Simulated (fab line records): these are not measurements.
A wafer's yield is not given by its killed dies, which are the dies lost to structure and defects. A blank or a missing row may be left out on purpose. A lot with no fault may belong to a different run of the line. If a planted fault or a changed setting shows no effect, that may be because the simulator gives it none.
Chamber matching / flow sfq line / rie diel-04 running SFQ_TRILAYER_I2_VIA_ETCH_VIA_ETCH_070: 4 sister chambers
The step etches SiO2 in CHF3, stops on Nb, target depth 260 nm. 8 wafers are shown with their chamber, then 6 later ones without.

== WAFERS WITH THEIR CHAMBER ==
wafer=L302.6; chamber=2; drypump motor current A (A)=5.1; chamber pressure mTorr (mTorr)=30.021
wafer=L306.6; chamber=0; drypump motor current A (A)=5.8; chamber pressure mTorr (mTorr)=30.042
wafer=L310.4; chamber=3; drypump motor current A (A)=6.1; chamber pressure mTorr (mTorr)=30.010
wafer=L312.1; chamber=3; drypump motor current A (A)=6.1; chamber pressure mTorr (mTorr)=29.977
wafer=L312.2; chamber=2; drypump motor current A (A)=5.1; chamber pressure mTorr (mTorr)=30.011
wafer=L312.4; chamber=1; drypump motor current A (A)=6.0; chamber pressure mTorr (mTorr)=30.014
wafer=L315.4; chamber=1; drypump motor current A (A)=6.1; chamber pressure mTorr (mTorr)=30.011
wafer=L315.5; chamber=0; drypump motor current A (A)=5.8; chamber pressure mTorr (mTorr)=30.023

== WAFERS MISSING THEIR CHAMBER ==
wafer=L315.6; drypump motor current A (A)=6.0; chamber pressure mTorr (mTorr)=29.936
wafer=L322.1; drypump motor current A (A)=6.0; chamber pressure mTorr (mTorr)=30.017
wafer=L322.4; drypump motor current A (A)=6.0; chamber pressure mTorr (mTorr)=30.001
wafer=L322.6; drypump motor current A (A)=6.1; chamber pressure mTorr (mTorr)=29.978
wafer=L325.4; drypump motor current A (A)=5.1; chamber pressure mTorr (mTorr)=30.017
wafer=L325.5; drypump motor current A (A)=6.1; chamber pressure mTorr (mTorr)=29.997

== CHAMBER TAKEN BY EACH ==
wafer=L315.6; from the rows above=can't be placed: 3 or 1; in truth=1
wafer=L322.1; from the rows above=can't be placed: 1 or 3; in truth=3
wafer=L322.4; from the rows above=can't be placed: 1 or 3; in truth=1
wafer=L322.6; from the rows above=can't be placed: 3 or 1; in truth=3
wafer=L325.4; from the rows above=2; in truth=2
wafer=L325.5; from the rows above=can't be placed: 3 or 1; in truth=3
Placed correctly: 1 of 6. Cannot be placed on the basis of these rows: 5; the candidates contain the true chamber in 5. Number placed wrongly: 0.
How it was worked out, from the rows above alone: a wafer's distance from a chamber is the root of the sum, over the readings, of the square of ((its reading less the chamber's mean) divided by the reading's scatter). If the next closest chamber is less than 2 further off than the closest, the wafer can't be placed; otherwise it belongs to the closest. A chamber's mean is the mean of its shown wafers. The scatter is the square root of a quotient: the sum, over the shown wafers, of each reading's squared deviation from its chamber's mean, divided by wafers minus chambers.
